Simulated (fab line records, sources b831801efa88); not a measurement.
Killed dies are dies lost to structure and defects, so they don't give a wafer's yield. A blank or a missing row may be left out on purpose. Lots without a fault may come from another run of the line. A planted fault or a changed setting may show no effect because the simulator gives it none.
Which tool did it? | flow gf180mcu | 14 lots, 42 wafers sampled, at 2 steps of a route of 602

WHAT THE GAUGES READ, wafer by wafer
GF_M1_OVL_MEAS_15. Usual: M1_OVL -4 nm, standard deviation 4.8.
lot  | measured     | on         | M1_OVL (nm) | flag
L711 | day 17 04:41 | overlay-02 | -5 -4 -1    |
L712 | day 17 07:58 | overlay-01 | -10 -3 -7   |
L713 | day 17 19:04 | overlay-01 | -8 -9 0     |
L714 | day 18 04:28 | overlay-01 | -1 -5 -4    |
L717 | day 19 11:46 | overlay-02 | 3 -9 -10    |
L716 | day 19 12:43 | overlay-02 | 0 -14 -3    |
L718 | day 19 21:43 | overlay-01 | 1 1 2       |
L719 | day 20 05:05 | overlay-01 | -7 -9 -10   |
L723 | day 21 19:53 | overlay-02 | -4 -12 -8   |
L724 | day 22 10:12 | overlay-02 | -7 -5 2     |
L731 | day 24 06:37 | overlay-02 | -1 -6 -10   |
L730 | day 24 12:46 | overlay-01 | 0 2 -4      |
L732 | day 24 18:53 | overlay-02 | -11 4 -9    |
L734 | day 25 09:09 | overlay-02 | -4 -4 -3    |

WHICH TOOL RAN EACH LOT (tool, then ch and the chambers of the sampled wafers, then the start)
lot  | GF_HV_LDD_IMPLANT_21
L711 | implanter-04 ch 0, day 10 22:05
L712 | implanter-03 ch 0, day 11 01:20
L713 | implanter-04 ch 0, day 11 10:26
L714 | implanter-01 ch 0, day 11 15:04
L717 | implanter-01 ch 0, day 12 18:15
L716 | implanter-01 ch 0, day 12 19:14
L718 | implanter-03 ch 0, day 13 03:55
L719 | implanter-04 ch 0, day 13 08:58
L723 | implanter-01 ch 0, day 14 19:09
L724 | implanter-01 ch 0, day 15 02:23
L731 | implanter-04 ch 0, day 17 04:20
L730 | implanter-03 ch 0, day 17 05:42
L732 | implanter-04 ch 0, day 17 13:50
L734 | implanter-04 ch 0, day 18 06:35
- GF_HV_LDD_IMPLANT_21

WHAT THE TOOLS THEMSELVES READ (means of the sampled wafers that have a number; where no wafer has one, the mark that the record gives instead)
GF_HV_LDD_IMPLANT_21. Usual: beam_energy_keV 25.001, standard deviation 0.0073; dose_ions_cm2 5e+13, standard deviation 4.5e+10.
lot  | tool         | beam_energy_keV | dose_ions_cm2 | flag
L711 | implanter-04 | 24.996          | 5e+13         |
L712 | implanter-03 | 25.002          | 5e+13         |
L713 | implanter-04 | 24.997          | 5e+13         |
L714 | implanter-01 | 24.995          | 5e+13         |
L717 | implanter-01 | 25.011          | 5e+13         |
L716 | implanter-01 | 25.005          | 5e+13         |
L718 | implanter-03 | 25.000          | 5e+13         |
L719 | implanter-04 | 25.003          | 5e+13         |
L723 | implanter-01 | 24.999          | 5e+13         |
L724 | implanter-01 | 25.006          | 5e+13         |
L731 | implanter-04 | 25.005          | 5e+13         |
L730 | implanter-03 | 24.996          | 5e+13         |
L732 | implanter-04 | 24.996          | 5e+13         |
L734 | implanter-04 | 25.001          | 5e+13         |

THE ANSWER, worked out from the rows above alone
Rule: a lot is off if the mean of its wafers that have a number lies more than 3 standard deviations from the usual mean. A lot without any number at a reading at which 4 lots or more have one is off too. The other lots that the step has rows for count as sound. The gauges are gone through in route order, then the tools' own readings, and for those a lot's mean is taken as printed above. The first step at which some lot is off is used, and at that step the reading that is off furthest; a lot without a number counts as furthest.
No lot is off at any reading shown: from this, nothing can be told.

WHAT THE SIMULATOR HAD PUT IN
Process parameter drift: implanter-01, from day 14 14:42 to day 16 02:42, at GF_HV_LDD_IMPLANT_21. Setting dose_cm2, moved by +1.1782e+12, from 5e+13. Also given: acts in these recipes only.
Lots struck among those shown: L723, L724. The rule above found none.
